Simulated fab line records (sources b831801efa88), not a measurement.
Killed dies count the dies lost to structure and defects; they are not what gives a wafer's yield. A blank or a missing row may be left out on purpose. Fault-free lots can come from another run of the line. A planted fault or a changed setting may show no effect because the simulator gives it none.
8D (eight disciplines) problem report, filled in by code	flow sky130	the parts of the form that need people (team, actions taken, sign-off) are left out

## 1. WHAT IS WRONG
Mean VIA1_HDPCVD_THK at SKY_VIA1_THK_MEAS_01: 1533 nm over 3 wafers in 2 lots; fault-free wafers: 1030 nm, standard deviation 11. That puts it +46 standard deviations away from the usual mean.
First observed at day 38 10:13: wafer L476.2, on film metro-03. The record has a number at this step for 42 wafers belonging to 14 lots. Rule for "out" (also "out of limits"): further than 4 standard deviations from the usual mean. The other wafers with a number count as sound.

## 2. WHAT IT IS, WHAT IT ISN'T
question	is	is not
which readings at this step	VIA1_HDPCVD_THK	-
which lots	L476, L477	L459, L460, L461, L463, L464, L465, L466, L467, L468, L469, L479, L482
which wafers of those lots	L476.2, L477.3, L477.5	L476.1, L476.4, L477.4
read on which gauges	film metro-02, film metro-03	film metro-01
when	from day 38 10:13	up to then (32 sound wafers); but 7 sound wafers of L477, L479, L482 came after

## 3. WHAT RULES OUT EACH SUSPECT
Counting: if a tool at a process step up to the reading ran every lot that is out, it stays a suspect. Sound lots after the first of them don't rule it out here, since some wafers of a struck lot are sound.
- the gauge at SKY_VIA1_THK_MEAS_01 is ruled out. Those wafers that are out were read across 2 gauges (film metro-02, film metro-03).
- hdpcvd-02 at SKY_VIA1_HDPCVD_00 (deposits SiO2, target thk 1030 nm, time 171.7 s): kept. It processed each lot that is out (first: L476, day 38 10:05); up to then, its last sound lot is L469 (day 36 02:07). Its own readings are out on those wafers: sih4 flow sccm.
- hdpcvd-02, SKY_VIA1_HDPCVD_00: wafers that are out in chamber 0, sound lot-mates in chambers 1, 2.
The count leaves hdpcvd-02 at SKY_VIA1_HDPCVD_00.

## 4. THE CAUSE (what the simulator had put in)
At SKY_VIA1_HDPCVD_00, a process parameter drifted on hdpcvd-02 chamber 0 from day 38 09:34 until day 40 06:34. Setting sih4 flow sccm, moved by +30, from 60. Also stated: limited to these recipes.
Only this tool survived the counting.

## 5. THE CHAIN OF EFFECTS, in route order
Each row: a reading where the mean over the struck wafers with a number is more than 3 standard deviations away from the usual. Readings are gone through only where the record gives a usual standard deviation; hours: the median, over the lots, of the time from a lot's start at the first step in this table giving one to that lot's start at this step; sigmas: the change measured in usual standard deviations.
hours	step	reading	usual	on struck wafers	change	sigmas
0	SKY_VIA1_HDPCVD_00	sih4 flow sccm	59.97 sccm	90.03	+30.06	+99 or more
0	SKY_VIA1_THK_MEAS_01	VIA1_HDPCVD_THK	1030 nm	1533	+503	+46
Process steps it contains:
- SKY_VIA1_HDPCVD_00: deposits SiO2, target thk 1030 nm, time 171.7 s.

## 6. HOW IT WOULD HAVE BEEN CAUGHT EARLIER
In this record the first reading out of limits at a measuring or inspecting step was taken at day 38 10:13, 1 hour after the fault began at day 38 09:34.
The tool's own readings at SKY_VIA1_HDPCVD_00 were out on every struck wafer that the step has a row for (sih4 flow sccm): an alarm limit on them would have fired on the first of those.
Lots out: 2; of these, L477 started SKY_VIA1_HDPCVD_00 on hdpcvd-02 after day 38 10:13. A tool hold placed at that time would have kept it from harm.
